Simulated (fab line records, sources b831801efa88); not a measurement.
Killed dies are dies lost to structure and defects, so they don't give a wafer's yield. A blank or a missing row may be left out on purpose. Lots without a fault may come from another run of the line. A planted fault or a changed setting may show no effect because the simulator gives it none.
Chamber matching | flow sky130 | SKY_VIA1_CMP_02 on cmp-01: 4 sister chambers
The step polishes SiO2. 8 wafers are shown with their chamber, then 7 later ones without.

WAFERS WITH THEIR CHAMBER
wafer  | chamber | motor_current_A (A) | slurry_flow_ml_min
L810.5 | 1       | 11.5                | 150.0
L813.3 | 3       | 11.1                | 149.7
L813.4 | 1       | 12.2                | 149.7
L816.2 | 2       | 12.3                | 149.9
L816.4 | 0       | 11.0                | 149.7
L816.6 | 2       | 12.6                | 150.0
L824.2 | 0       | 11.2                | 149.9
L824.4 | 3       | 10.7                | 149.8

WAFERS WITHOUT THEIR CHAMBER
wafer  | motor_current_A (A) | slurry_flow_ml_min
L824.5 | 10.7                | 149.8
L827.1 | 11.4                | 149.9
L827.2 | 11.4                | 149.9
L827.5 | 11.5                | 149.7
L828.3 | 11.2                | 150.2
L828.5 | 11.9                | 150.5
L828.6 | 10.9                | 150.6

WHICH CHAMBER EACH WENT THROUGH
wafer  | from the rows above               | in truth
L824.5 | can't be placed: 3 or 0           | 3
L827.1 | can't be placed: 0 or 1 or 3      | 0
L827.2 | can't be placed: 0 or 1 or 3      | 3
L827.5 | can't be placed: 0 or 1 or 3      | 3
L828.3 | can't be placed: 0 or 1 or 3 or 2 | 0
L828.5 | can't be placed: 2 or 1 or 0 or 3 | 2
L828.6 | can't be placed: 0 or 3 or 1 or 2 | 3
Placed correctly: 0 of 7. Can't be placed from these rows: 7 (the true chamber is among the candidates in 7). Placed wrongly: 0.
How it was worked out, from the rows above alone: a wafer's distance from a chamber is the root of the sum, over the readings, of the square of ((its reading less the chamber's mean) divided by the reading's scatter). The wafer belongs to the nearest chamber; if the next one is less than 2 further off, it can't be placed. A chamber's mean is the mean of its shown wafers. The scatter: the root of (the sum of the squares of (reading less its chamber's mean) over the shown wafers, divided by (wafers less chambers)).
